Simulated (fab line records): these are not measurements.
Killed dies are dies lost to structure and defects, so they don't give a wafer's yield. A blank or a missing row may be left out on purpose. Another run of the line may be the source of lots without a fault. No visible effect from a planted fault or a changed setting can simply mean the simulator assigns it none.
What tool caused it? -- flow sky130 -- 24 lots with 72 wafers sampled at 6 steps, on a route of 708 steps

WHAT EACH GAUGE READ, for each wafer
Not one reading of a measure or inspect step in the record can be checked against a usual standard deviation.

WHAT TOOL EACH LOT RAN ON (gives the tool, then ch and the chambers of the sampled wafers, and finally the start)
lot,SKY_VIA1_ETCH_14,SKY_VIA1_SPUTTER_20,SKY_VIA2_CMP_24,SKY_METAL3_SPUTTER_02,SKY_CAP2M_METAL_ETCH_13,SKY_CAP2M_STRIP_14
L074,"rie diel-02 ch 2,3, day 33 17:44","pvd sputter-03, day 33 18:25","cmp-01 ch 0,2,3, day 36 02:39","pvd sputter-04, day 36 03:00","rie metal-01 ch 1, day 40 12:36","plasma asher-02 ch 0,1, day 40 12:44"
L075,"rie diel-04 ch 1,2,3, day 34 02:25","pvd sputter-03, day 34 03:05","cmp-01 ch 1,2,3, day 36 11:26","pvd sputter-04, day 36 11:47","rie metal-03 ch 0,1, day 40 20:30","plasma asher-04 ch 0,1, day 40 20:34"
L076,"rie diel-04 ch 0,1,3, day 34 19:22","pvd sputter-01, day 34 20:02","cmp-02 ch 0,1,2, day 37 04:41","pvd sputter-03, day 37 04:56","rie metal-03 ch 0,1, day 41 13:13","plasma asher-02 ch 0,1, day 41 13:19"
L077,"rie diel-02 ch 0,2,3, day 34 20:38","pvd sputter-03, day 34 21:19","cmp-01 ch 0,2,3, day 37 05:35","pvd sputter-04, day 37 05:56","rie metal-03 ch 0,1, day 41 14:27","plasma asher-04 ch 0,1, day 41 14:31"
L078,"rie diel-04 ch 0,1,3, day 35 05:52","pvd sputter-01, day 35 06:37","cmp-01 ch 0,1,3, day 37 15:12","pvd sputter-03, day 37 15:33","rie metal-03 ch 0,1, day 41 21:25","plasma asher-02 ch 0,1, day 41 21:30"
L079,"rie diel-02 ch 0,1,2, day 35 17:01","pvd sputter-01, day 35 17:43","cmp-01 ch 2,3, day 38 01:34","pvd sputter-03, day 38 01:55","rie metal-02 ch 1, day 42 05:54","plasma asher-02 ch 0,1, day 42 05:59"
L080,"rie diel-04 ch 0,1,3, day 36 03:11","pvd sputter-01, day 36 03:53","cmp-02 ch 1,2,3, day 38 11:35","pvd sputter-04, day 38 11:53","rie metal-01 ch 1, day 42 17:13","plasma asher-04 ch 0,1, day 42 17:21"
L081,"rie diel-04 ch 0,1,3, day 36 11:08","pvd sputter-01, day 36 11:50","cmp-01 ch 1,2,3, day 38 19:13","pvd sputter-02, day 38 19:34","rie metal-03 ch 0,1, day 42 23:54","plasma asher-04 ch 0,1, day 42 23:58"
L082,"rie diel-02 ch 1,2, day 36 16:47","pvd sputter-03, day 36 17:31","cmp-02 ch 1,2, day 39 00:47","pvd sputter-03, day 39 01:08","rie metal-02 ch 0,1, day 43 04:57","plasma asher-03 ch 0,1, day 43 05:02"
L083,"rie diel-04 ch 0,1,2, day 36 20:19","pvd sputter-03, day 36 21:00","cmp-01 ch 0,2,3, day 39 04:18","pvd sputter-02, day 39 04:39","rie metal-03 ch 0,1, day 43 09:16","plasma asher-03 ch 0,1, day 43 09:21"
L084,"rie diel-01 ch 1,3, day 37 07:14","pvd sputter-03, day 37 08:20","cmp-01 ch 0,2, day 39 15:14","pvd sputter-02, day 39 15:35","rie metal-02 ch 0,1, day 43 18:25","plasma asher-03 ch 0,1, day 43 18:30"
L085,"rie diel-01 ch 0,1,3, day 37 17:26","pvd sputter-04, day 37 18:10","cmp-02 ch 0,1,3, day 40 00:17","pvd sputter-02, day 40 00:38","rie metal-02 ch 0,1, day 44 01:12","plasma asher-02 ch 0,1, day 44 01:17"
L086,"rie diel-01 ch 1,2,3, day 38 01:04","pvd sputter-04, day 38 01:44","cmp-01 ch 1,2,3, day 40 07:41","pvd sputter-03, day 40 08:02","rie metal-03 ch 0,1, day 44 09:03","plasma asher-02 ch 0,1, day 44 09:08"
L087,"rie diel-02 ch 1,2,3, day 38 01:25","pvd sputter-01, day 38 02:05","cmp-02 ch 0,1,2, day 40 07:47","pvd sputter-04, day 40 08:08","rie metal-02 ch 0,1, day 44 10:18","plasma asher-02 ch 1, day 44 10:23"
L088,"rie diel-04 ch 1,2,3, day 38 14:32","pvd sputter-04, day 38 15:19","cmp-02 ch 0,2,3, day 40 19:47","pvd sputter-02, day 40 20:05","rie metal-01 ch 0, day 44 21:09","plasma asher-03 ch 0, day 44 21:13"
L089,"rie diel-01 ch 0,3, day 38 18:34","pvd sputter-01, day 38 19:20","cmp-01 ch 0,1,2, day 40 23:10","pvd sputter-02, day 40 23:25","rie metal-03 ch 0,1, day 45 00:25","plasma asher-03 ch 0,1, day 45 00:30"
L090,"rie diel-04 ch 0,1, day 38 22:35","pvd sputter-04, day 38 23:22","cmp-01 ch 0,2,3, day 41 04:19","pvd sputter-04, day 41 04:37","rie metal-01 ch 0, day 45 04:28","plasma asher-04 ch 0,1, day 45 04:33"
L091,"rie diel-02 ch 0,1,2, day 39 09:25","pvd sputter-01, day 39 10:07","cmp-02 ch 0,2,3, day 41 14:46","pvd sputter-04, day 41 15:01","rie metal-02 ch 0,1, day 45 14:49","plasma asher-02 ch 0,1, day 45 14:54"
L092,"rie diel-01 ch 1,2, day 39 14:38","pvd sputter-01, day 39 15:20","cmp-02 ch 1,2, day 41 18:38","pvd sputter-02, day 41 18:56","rie metal-01 ch 0,1, day 45 17:08","plasma asher-02 ch 0,1, day 45 17:13"
L093,"rie diel-04 ch 0,2, day 39 23:10","pvd sputter-01, day 39 23:51","cmp-01 ch 0,3, day 42 03:50","pvd sputter-04, day 42 04:11","rie metal-03 ch 0, day 46 02:48","plasma asher-04 ch 0,1, day 46 02:52"
L094,"rie diel-04 ch 0,2,3, day 40 04:58","pvd sputter-03, day 40 05:38","cmp-02 ch 0,2,3, day 42 08:56","pvd sputter-04, day 42 09:14","rie metal-01 ch 0,1, day 46 06:54","plasma asher-03 ch 0,1, day 46 06:59"
L095,"rie diel-02 ch 0,2,3, day 40 19:56","pvd sputter-04, day 40 20:39","cmp-02 ch 0,2,3, day 42 22:53","pvd sputter-02, day 42 23:11","rie metal-02 ch 0,1, day 46 18:12","plasma asher-03 ch 0,1, day 46 18:16"
L096,"rie diel-02 ch 1,2, day 40 23:23","pvd sputter-04, day 41 00:05","cmp-01 ch 2,3, day 43 02:45","pvd sputter-02, day 43 03:06","rie metal-01 ch 0,1, day 46 20:32","plasma asher-04 ch 0,1, day 46 20:37"
L097,"rie diel-02 ch 0,1, day 41 05:22","pvd sputter-03, day 41 06:02","cmp-02 ch 1,3, day 43 08:14","pvd sputter-02, day 43 08:35","rie metal-02 ch 0,1, day 47 02:00","plasma asher-04 ch 0,1, day 47 02:05"
- SKY_VIA1_ETCH_14: etches BARC in N2/H2, stops on SiO2, time 45.9 s, target depth 60 nm.
- SKY_VIA1_SPUTTER_20: material TiN, target thk 20 nm, time 80 s.
- SKY_VIA2_CMP_24: polishes, stops on SiO2, t overpolish 20 s, target thk 0 nm.
- SKY_METAL3_SPUTTER_02: material AlCu, target thk 735 nm, time 39.1 s.
- SKY_CAP2M_METAL_ETCH_13: etches TiN in Cl2/BCl3, stops on SiO2, target depth 220 nm, time 62.9 s.
- SKY_CAP2M_STRIP_14: strips in O2/N2.

WHAT THE TOOLS THEMSELVES READ (means of the sampled wafers that have a number; where no wafer has one, the mark that the record gives instead)
SKY_VIA1_ETCH_14. Usual: chamber pressure mTorr 30.003 mTorr, standard deviation 0.028; drypump motor current A 5.7 A, standard deviation 0.34; oes product au 0.855 a.u., standard deviation 0.0045; throttle valve pct 13.225 %, standard deviation 0.0095.
lot,tool,chamber pressure mTorr (mTorr),drypump motor current A (A),oes product au (a.u.),throttle valve pct (%),flag
L074,rie diel-02,29.974,5.5,0.850,13.229,
L075,rie diel-04,30.004,5.7,0.851,13.228,
L076,rie diel-04,29.980,5.9,0.853,13.219,
L077,rie diel-02,30.009,5.4,0.858,13.227,
L078,rie diel-04,30.013,6.0,0.859,13.223,
L079,rie diel-02,30.021,5.6,0.854,13.234,
L080,rie diel-04,29.979,5.9,0.859,13.226,
L081,rie diel-04,30.037,5.9,0.855,13.235,
L082,rie diel-02,29.990,5.8,0.853,13.219,
L083,rie diel-04,30.010,5.7,0.856,13.224,
L084,rie diel-01,30.000,5.6,0.853,13.237,
L085,rie diel-01,29.995,5.9,0.855,13.219,
L086,rie diel-01,29.968,5.6,0.853,13.225,
L087,rie diel-02,30.024,5.6,0.855,13.225,
L088,rie diel-04,29.986,5.7,0.856,13.223,
L089,rie diel-01,30.017,6.3,0.856,13.222,
L090,rie diel-04,30.028,5.9,0.854,13.219,
L091,rie diel-02,29.979,5.7,0.854,13.220,
L092,rie diel-01,30.012,5.4,0.851,13.222,
L093,rie diel-04,30.032,5.7,0.854,13.228,
L094,rie diel-04,30.002,5.8,0.856,13.221,
L095,rie diel-02,29.970,5.4,0.860,13.228,
L096,rie diel-02,30.019,5.8,0.852,13.228,
L097,rie diel-02,30.005,5.5,0.857,13.232,

SKY_VIA1_SPUTTER_20. Usual: 29.4 % for throttle valve pct, sd 1.
lot,tool,throttle valve pct (%),flag
L074,pvd sputter-03,28.9,
L075,pvd sputter-03,29.8,
L076,pvd sputter-01,28.8,
L077,pvd sputter-03,29.7,
L078,pvd sputter-01,28.7,
L079,pvd sputter-01,29.6,
L080,pvd sputter-01,28.9,
L081,pvd sputter-01,29.4,
L082,pvd sputter-03,29.9,
L083,pvd sputter-03,29.2,
L084,pvd sputter-03,29.3,
L085,pvd sputter-04,29.6,
L086,pvd sputter-04,29.4,
L087,pvd sputter-01,28.5,
L088,pvd sputter-04,29.9,
L089,pvd sputter-01,29.7,
L090,pvd sputter-04,30.1,
L091,pvd sputter-01,30.1,
L092,pvd sputter-01,28.8,
L093,pvd sputter-01,29.2,
L094,pvd sputter-03,28.6,
L095,pvd sputter-04,29.2,
L096,pvd sputter-04,29.3,
L097,pvd sputter-03,28.9,

SKY_VIA2_CMP_24. Usual: motor current A 9.9 A, standard deviation 1.1; overpolish run s 20.001 s, standard deviation 0.0097; slurry filter dp kPa 13.48 kPa, standard deviation 0.14; time to endpoint s 103 s, standard deviation 3.2.
lot,tool,motor current A (A),overpolish run s (s),slurry filter dp kPa (kPa),time to endpoint s (s),flag
L074,cmp-01,9.3,19.996,13.54,104,
L075,cmp-01,9.4,19.999,13.38,103,
L076,cmp-02,10.5,19.998,13.36,99,
L077,cmp-01,9.4,19.997,13.48,103,
L078,cmp-01,9.8,20.000,13.58,106,
L079,cmp-01,9.2,20.003,13.63,100,
L080,cmp-02,11.0,20.002,13.42,103,
L081,cmp-01,9.7,19.996,13.60,102,
L082,cmp-02,11.3,20.004,13.60,105,
L083,cmp-01,9.4,20.009,13.50,102,
L084,cmp-01,9.2,20.004,13.43,102,
L085,cmp-02,10.0,20.001,13.34,102,
L086,cmp-01,9.5,20.010,13.50,103,
L087,cmp-02,10.1,20.008,13.52,102,
L088,cmp-02,9.6,20.007,13.37,103,
L089,cmp-01,9.4,20.008,13.50,98,
L090,cmp-01,9.3,20.003,13.55,105,
L091,cmp-02,9.8,20.008,13.41,105,
L092,cmp-02,11.1,20.004,13.38,101,
L093,cmp-01,10.1,19.995,13.30,102,
L094,cmp-02,10.1,19.991,13.59,105,
L095,cmp-02,9.8,19.992,13.63,101,
L096,cmp-01,9.2,20.006,13.27,103,
L097,cmp-02,11.5,20.002,13.52,104,

SKY_METAL3_SPUTTER_02. Usual: 29.8 % for throttle valve pct, sd 0.78.
lot,tool,throttle valve pct (%),flag
L074,pvd sputter-04,29.5,
L075,pvd sputter-04,29.2,
L076,pvd sputter-03,30.0,
L077,pvd sputter-04,29.6,
L078,pvd sputter-03,29.2,
L079,pvd sputter-03,29.3,
L080,pvd sputter-04,29.3,
L081,pvd sputter-02,30.1,
L082,pvd sputter-03,30.0,
L083,pvd sputter-02,29.8,
L084,pvd sputter-02,29.9,
L085,pvd sputter-02,30.0,
L086,pvd sputter-03,30.1,
L087,pvd sputter-04,29.7,
L088,pvd sputter-02,30.2,
L089,pvd sputter-02,29.6,
L090,pvd sputter-04,29.3,
L091,pvd sputter-04,29.9,
L092,pvd sputter-02,30.1,
L093,pvd sputter-04,29.3,
L094,pvd sputter-04,29.5,
L095,pvd sputter-02,30.2,
L096,pvd sputter-02,29.9,
L097,pvd sputter-02,30.2,

SKY_CAP2M_METAL_ETCH_13. Usual: chamber pressure mTorr 10.001 mTorr, standard deviation 0.0087; drypump motor current A 5.9 A, standard deviation 0.44; oes product au 0.942 a.u., standard deviation 0.0066; throttle valve pct 21.901 %, standard deviation 0.01.
lot,tool,chamber pressure mTorr (mTorr),drypump motor current A (A),oes product au (a.u.),throttle valve pct (%),flag
L074,rie metal-01,9.999,6.7,0.943,21.908,
L075,rie metal-03,10.007,5.8,0.945,21.903,
L076,rie metal-03,10.006,6.0,0.936,21.904,
L077,rie metal-03,10.002,6.0,0.946,21.901,
L078,rie metal-03,10.001,5.8,0.945,21.895,
L079,rie metal-02,10.007,5.3,0.943,21.897,
L080,rie metal-01,10.003,6.7,0.944,21.904,
L081,rie metal-03,10.004,5.8,0.944,21.902,
L082,rie metal-02,9.989,5.5,0.938,21.907,
L083,rie metal-03,10.006,5.9,0.947,21.902,
L084,rie metal-02,10.003,5.5,0.942,21.908,
L085,rie metal-02,10.006,5.7,0.943,21.907,
L086,rie metal-03,10.000,6.0,0.935,21.907,
L087,rie metal-02,9.996,5.7,0.941,21.897,
L088,rie metal-01,9.999,5.9,0.939,21.903,
L089,rie metal-03,10.001,5.9,0.942,21.898,
L090,rie metal-01,9.998,5.9,0.931,21.909,
L091,rie metal-02,10.007,5.5,0.952,21.896,
L092,rie metal-01,10.005,6.1,0.943,21.902,
L093,rie metal-03,9.998,6.1,0.941,21.903,
L094,rie metal-01,9.993,6.2,0.936,21.910,
L095,rie metal-02,10.009,5.5,0.940,21.901,
L096,rie metal-01,9.998,6.2,0.940,21.899,
L097,rie metal-02,10.008,5.7,0.938,21.911,

SKY_CAP2M_STRIP_14. Usual: chamber pressure mTorr 1500.0 mTorr, standard deviation 1.3; drypump motor current A 5.5 A, standard deviation 0.51; oes product au 0.711 a.u., standard deviation 0.0041; strip time to endpoint s 12.67 s, standard deviation 0.05.
lot,tool,chamber pressure mTorr (mTorr),drypump motor current A (A),oes product au (a.u.),strip time to endpoint s (s),flag
L074,plasma asher-02,1499.6,5.2,0.711,12.65,
L075,plasma asher-04,1500.9,5.4,0.711,12.61,
L076,plasma asher-02,1500.1,5.6,0.712,12.71,
L077,plasma asher-04,1499.4,5.4,0.711,12.73,
L078,plasma asher-02,1500.3,5.2,0.714,12.68,
L079,plasma asher-02,1499.0,5.6,0.709,12.69,
L080,plasma asher-04,1499.9,5.4,0.711,12.71,
L081,plasma asher-04,1499.2,5.4,0.706,12.73,
L082,plasma asher-03,1499.6,5.9,0.714,12.67,
L083,plasma asher-03,1499.6,5.8,0.711,12.73,
L084,plasma asher-03,1499.1,5.6,0.712,12.62,
L085,plasma asher-02,1499.9,5.2,0.710,12.70,
L086,plasma asher-02,1499.4,5.2,0.708,12.67,
L087,plasma asher-02,1500.5,4.8,0.710,12.68,
L088,plasma asher-03,1499.4,6.1,0.710,12.68,
L089,plasma asher-03,1500.3,5.9,0.711,12.74,
L090,plasma asher-04,1500.6,5.4,0.706,12.67,
L091,plasma asher-02,1499.3,5.2,0.710,12.61,
L092,plasma asher-02,1500.0,5.2,0.717,12.65,
L093,plasma asher-04,1499.0,5.2,0.708,12.65,
L094,plasma asher-03,1500.0,5.6,0.708,12.69,
L095,plasma asher-03,1500.0,5.6,0.711,12.65,
L096,plasma asher-04,1499.9,5.2,0.709,12.70,
L097,plasma asher-04,1499.3,5.2,0.710,12.59,

THE ANSWER, worked out from the rows above alone
Rule: a lot is off if the mean of its wafers that have a number lies more than 3 standard deviations from the usual mean. Also off: a lot with no number at a reading for which 4 or more lots have one. Any other lot the step has rows for is counted as sound. Order of review: gauges by route order, followed by the tools' own readings, for which a lot's mean as printed above is used. The first step at which some lot is off is used, and at that step the reading that is off furthest; a lot without a number counts as furthest.
Across all readings shown, no lot is off: no conclusion can be drawn from this.

WHAT THE SIMULATOR PUT IN
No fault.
